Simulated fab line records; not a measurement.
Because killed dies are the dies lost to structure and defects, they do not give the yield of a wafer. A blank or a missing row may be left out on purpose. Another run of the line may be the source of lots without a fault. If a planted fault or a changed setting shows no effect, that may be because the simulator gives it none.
Which tool is to blame?    flow gf180mcu    24 lots with 72 wafers sampled at 5 steps, on a route of 602 steps

WHAT EACH GAUGE READ, for each wafer
GF_DNWELL_TW_MEAS_09.
lot   measured     on             DNWELL_TW
L074  day 2 19:02  film metro-01  1355 1369 1355
L075  day 2 23:25  film metro-04  1362 1366 1366
L076  day 3 05:41  film metro-04  1375 1373 1374
L077  day 3 10:49  film metro-01  1374 1377 1372
L078  day 3 16:04  film metro-01  1358 1357 1369
L079  day 3 23:49  film metro-04  1364 1366 1367
L080  day 4 03:44  film metro-03  1343 1349 1347
L081  day 4 08:07  film metro-03  1336 1341 1342
L082  day 4 13:40  film metro-03  1353 1353 1355
L083  day 4 19:01  film metro-03  1341 1345 1345
L084  day 5 02:32  film metro-03  1353 1353 1349
L085  day 5 06:29  film metro-01  1374 1371 1362
L086  day 5 11:40  film metro-01  1356 1355 1363
L087  day 5 15:19  film metro-01  1388 1385 1383
L088  day 5 21:25  film metro-01  1370 1372 1372
L089  day 6 03:25  film metro-01  1360 1363 1357
L090  day 6 06:31  film metro-04  1364 1360 1368
L091  day 6 13:34  film metro-03  1344 1327 1334
L092  day 6 19:17  film metro-03  1355 1347 1347
L093  day 7 01:50  film metro-04  1362 1370 1362
L094  day 7 04:37  film metro-01  1382 1386 1380
L095  day 7 10:04  film metro-04  1367 1365 1364
L096  day 7 14:28  film metro-01  1390 1394 1390
L097  day 7 21:08  film metro-04  1359 1361 1374

GF_HV_LDD_CD_MEAS_46: target cd 400 nm.
lot   measured      on         cd nm (nm)
L074  day 12 08:08  cd sem-02  398.8 402.1 401.5
L075  day 12 16:44  cd sem-01  404.7 404.2 402.6
L076  day 12 22:20  cd sem-01  399.3 398.3 398.8
L077  day 13 07:19  cd sem-02  400.5 402.0 400.1
L078  day 13 14:38  cd sem-01  401.0 400.0 400.1
L079  day 14 01:04  cd sem-01  398.8 396.8 396.3
L080  day 14 10:08  cd sem-02  402.5 402.5 401.0
L081  day 14 13:58  cd sem-02  397.4 399.8 397.3
L082  day 14 22:07  cd sem-01  400.5 400.9 404.1
L083  day 15 06:58  cd sem-02  402.4 399.7 404.5
L084  day 15 18:31  cd sem-01  399.9 400.4 400.5
L085  day 16 01:20  cd sem-01  401.2 402.5 398.0
L086  day 16 07:49  cd sem-02  395.8 395.2 394.1
L087  day 16 12:37  cd sem-02  399.2 400.4 399.6
L088  day 17 00:16  cd sem-01  400.7 398.4 400.9
L089  day 17 08:16  cd sem-02  401.2 400.6 402.7
L090  day 17 11:25  cd sem-01  400.7 404.3 401.8
L091  day 17 21:01  cd sem-01  399.0 397.2 398.5
L092  day 18 09:54  cd sem-02  397.4 398.4 399.1
L093  day 18 14:01  cd sem-02  400.4 400.2 401.8
L094  day 19 13:46  cd sem-02  398.1 398.5 397.3
L095  day 19 13:28  cd sem-01  400.1 399.8 400.7
L096  day 19 15:04  cd sem-01  394.4 393.4 393.4
L097  day 20 01:25  cd sem-02  400.3 399.2 400.1

GF_SAB_OVL_MEAS_10.
lot   measured      on          SAB_OVL (nm)
L074  day 15 01:14  overlay-02  -1.4 -0.5 -0.2
L075  day 15 11:38  overlay-02  -1.0 -0.2 -0.1
L076  day 15 16:56  overlay-02  1.8 2.6 3.7
L077  day 16 03:07  overlay-02  -0.7 0.6 -1.6
L078  day 16 10:41  overlay-02  1.0 0.9 0.6
L079  day 16 21:40  overlay-01  -3.4 -3.6 -2.8
L080  day 17 05:35  overlay-02  0.8 0.5 0.7
L081  day 17 13:16  overlay-02  1.3 1.4 1.9
L082  day 17 19:13  overlay-02  1.7 0.8 1.7
L083  day 18 05:02  overlay-02  0.1 0.1 -0.5
L084  day 18 18:37  overlay-02  0.6 1.9 1.7
L085  day 19 04:14  overlay-02  -1.0 -1.1 -2.3
L086  day 19 09:10  overlay-01  -0.1 0.2 0.3
L087  day 19 15:59  overlay-02  -2.5 -0.4 -2.5
L088  day 20 04:44  overlay-01  -1.0 -1.1 -0.8
L089  day 20 11:11  overlay-01  -3.9 -4.3 -3.4
L090  day 20 15:59  overlay-02  -0.9 0.5 0.6
L091  day 21 02:44  overlay-02  3.0 0.6 1.3
L092  day 21 13:59  overlay-02  -1.5 0.9 1.7
L093  day 21 19:39  overlay-01  0.7 -0.7 0.6
L094  day 22 19:04  overlay-02  2.2 -0.9 0.7
L095  day 22 16:55  overlay-02  0.9 1.0 0.1
L096  day 22 19:58  overlay-02  1.2 0.3 -0.5
L097  day 23 04:35  overlay-01  -0.7 0.1 -1.8

GF_CONTACT_BOW_MEAS_05.
lot   measured      on             CONTACT_BOW (um)
L074  day 15 02:51  film metro-02  61 59 60
L075  day 15 13:04  film metro-04  64 73 70
L076  day 15 18:23  film metro-03  64 71 73
L077  day 16 04:34  film metro-03  73 53 61
L078  day 16 12:08  film metro-02  57 69 71
L079  day 16 23:07  film metro-03  70 70 70
L080  day 17 07:02  film metro-04  54 61 68
L081  day 17 14:43  film metro-04  57 62 69
L082  day 17 22:46  film metro-02  72 70 70
L083  day 18 06:29  film metro-02  73 67 56
L084  day 18 20:06  film metro-03  73 68 71
L085  day 19 05:41  film metro-03  69 60 67
L086  day 19 10:37  film metro-03  56 56 58
L087  day 19 17:25  film metro-03  75 69 69
L088  day 20 06:10  film metro-03  62 66 71
L089  day 20 12:38  film metro-02  67 60 58
L090  day 20 17:25  film metro-02  44 76 58
L091  day 21 04:12  film metro-02  69 57 68
L092  day 21 15:27  film metro-02  75 71 64
L093  day 21 21:07  film metro-02  73 62 66
L094  day 22 20:31  film metro-02  61 66 88
L095  day 22 18:26  film metro-04  55 56 64
L096  day 22 21:25  film metro-04  65 71 81
L097  day 23 06:05  film metro-04  63 55 60

TOOL THAT RAN EACH LOT (tool first, then ch and the chambers of the sampled wafers, then the start)
lot   GF_SALICIDE_SPUTTER_03
L074  pvd sputter-04, day 15 01:47
L075  pvd sputter-04, day 15 12:02
L076  pvd sputter-04, day 15 17:20
L077  pvd sputter-03, day 16 03:32
L078  pvd sputter-03, day 16 11:05
L079  pvd sputter-03, day 16 22:05
L080  pvd sputter-04, day 17 05:59
L081  pvd sputter-04, day 17 13:41
L082  pvd sputter-03, day 17 19:38
L083  pvd sputter-03, day 18 05:27
L084  pvd sputter-04, day 18 19:01
L085  pvd sputter-04, day 19 04:38
L086  pvd sputter-03, day 19 09:34
L087  pvd sputter-04, day 19 16:23
L088  pvd sputter-01, day 20 05:08
L089  pvd sputter-03, day 20 11:35
L090  pvd sputter-01, day 20 16:23
L091  pvd sputter-04, day 21 03:09
L092  pvd sputter-04, day 21 14:22
L093  pvd sputter-01, day 21 20:02
L094  pvd sputter-03, day 22 19:29
L095  pvd sputter-01, day 22 17:20
L096  pvd sputter-01, day 22 20:23
L097  pvd sputter-04, day 23 04:59
- GF_SALICIDE_SPUTTER_03: material TiN, target thk 20 nm, time 16.7 s.

WHAT THE TOOLS THEMSELVES READ (means of the sampled wafers that have a number; where no wafer has one, the mark that the record gives instead)
GF_SALICIDE_SPUTTER_03.
lot   tool            throttle valve pct (%)
L074  pvd sputter-04  28.7
L075  pvd sputter-04  30.0
L076  pvd sputter-04  30.4
L077  pvd sputter-03  29.5
L078  pvd sputter-03  30.0
L079  pvd sputter-03  29.3
L080  pvd sputter-04  29.2
L081  pvd sputter-04  30.3
L082  pvd sputter-03  29.0
L083  pvd sputter-03  29.2
L084  pvd sputter-04  29.1
L085  pvd sputter-04  29.8
L086  pvd sputter-03  29.0
L087  pvd sputter-04  30.1
L088  pvd sputter-01  29.6
L089  pvd sputter-03  29.7
L090  pvd sputter-01  29.9
L091  pvd sputter-04  29.4
L092  pvd sputter-04  29.6
L093  pvd sputter-01  30.0
L094  pvd sputter-03  28.9
L095  pvd sputter-01  29.1
L096  pvd sputter-01  29.4
L097  pvd sputter-04  29.6

THE ANSWER, worked out from the rows above alone
Rule: what is usual is taken from the lots themselves. Put in order of their means at a reading, lots are off if they are a third of the lots or fewer, leave a main group of 4 or more, and stand apart from it by a gap of 3 or more times the standard deviation of the main group's means; of several such gaps the widest counts. If all means in a main group match to the digits the tables above print for the reading, that group is not used. Also off: a lot with no number at a reading for which 4 or more lots have one. All remaining lots with rows at the step are treated as sound. The gauges are gone through in route order, then the tools' own readings, and for those a lot's mean is taken as printed above. The first step at which some lot is off is used, and at that step the reading that is off furthest; a lot without a number counts as furthest.
Across all readings shown, no lot is off: no conclusion can be drawn from this.

WHAT WAS PUT IN BY THE SIMULATOR
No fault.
